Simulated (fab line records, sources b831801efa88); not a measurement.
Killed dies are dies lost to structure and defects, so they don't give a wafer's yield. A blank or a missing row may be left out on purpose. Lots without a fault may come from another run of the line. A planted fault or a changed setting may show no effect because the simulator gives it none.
One fault seen from 2 desks | flow gf180mcu | each desk has only its own numbers; what lay behind them comes last

THE METROLOGY DESK
What the gauges read, lot by lot, whatever tool the lot ran on: means of the sampled wafers that have a number. A lot is out of limits, marked OUT, if its mean lies more than 4 standard deviations from the usual mean; the brackets give that distance.
Columns: A = V2_W_THK at GF_V2_THK_MEAS_25, usual 349 nm; B = V4_W_THK at GF_V4_THK_MEAS_25, usual 350 nm; C = MIM_CVD_05_THK at GF_MIM_THK_MEAS_06, usual 42.0 nm; D = V5_OVL at GF_V5_OVL_MEAS_15, usual -4 nm
lot  | first seen here | A   | B   | C               | D
L212 | day 20 05:13    | 350 | 352 | 41.7            | -9
L213 | day 20 16:55    | 352 | 354 | 42.9            | -11
L214 | day 21 18:52    | 345 | 350 | 41.7            | -6
L215 | day 21 23:21    | 345 | 348 | 42.2            | -2
L216 | day 22 02:46    | 346 | 346 | 42.0            | -2
L217 | day 22 06:59    | 352 | 345 | 42.3            | -12
L218 | day 22 11:31    | 352 | 353 | 41.6            | -6
L220 | day 23 16:08    | 352 | 346 | 42.6            | -4
L221 | day 24 08:41    | 347 | 347 | 41.9            | 1
L225 | day 25 09:20    | 353 | 348 | 42.2            | -5
L226 | day 25 11:38    | 355 | 353 | 46.9 (+9.1) OUT | -8
L234 | day 27 13:17    | 354 | 345 | 41.9            | -5
L235 | day 28 06:56    | 349 | 349 | 41.7            | -5
This desk's finding: out of limits on L226; first on L226, day 29 04:52 (MIM_CVD_05_THK at GF_MIM_THK_MEAS_06). In limits: L212, L213, L214, L215, L216, L217, L218, L220, L221, L225, L234, L235.

THE TOOL OWNER'S DESK: pecvd-01
The tool's own readings at GF_MIM_CVD_05 (deposits Si3N4, target thk 42 nm, time 29.086 s): means of the sampled wafers that have a number, for each lot that ran on this tool. A lot is out of limits, marked OUT, if its mean lies more than 4 standard deviations from the usual mean; the brackets give that distance.
Columns: A = heater_power_outer_w at GF_MIM_CVD_05, usual 353 W; B = heater_power_w at GF_MIM_CVD_05, usual 665 W; C = temp_max_c at GF_MIM_CVD_05, usual 400.04 C
lot  | first seen here | A   | B   | C
L217 | day 26 11:27    | 438 | 754 | 400.06
L226 | day 29 04:50    | 418 | 741 | 399.88
This desk's finding: nothing out of limits on any of the 2 lots.

PUT TOGETHER
The metrology desk could have raised an alarm at day 29 04:52, on L226.
The tool owner's desk saw nothing out of limits.
The tool owner's desk has L226 on record, within its limits.
Of the lots named, all ran GF_MIM_CVD_05 on pecvd-01.

WHAT THE SIMULATOR HAD PUT IN
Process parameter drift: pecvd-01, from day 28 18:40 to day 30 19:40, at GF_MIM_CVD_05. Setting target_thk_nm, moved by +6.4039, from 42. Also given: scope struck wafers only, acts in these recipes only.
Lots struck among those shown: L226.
Hours from the fault's start to each desk's first reading out of limits: the metrology desk, 10.
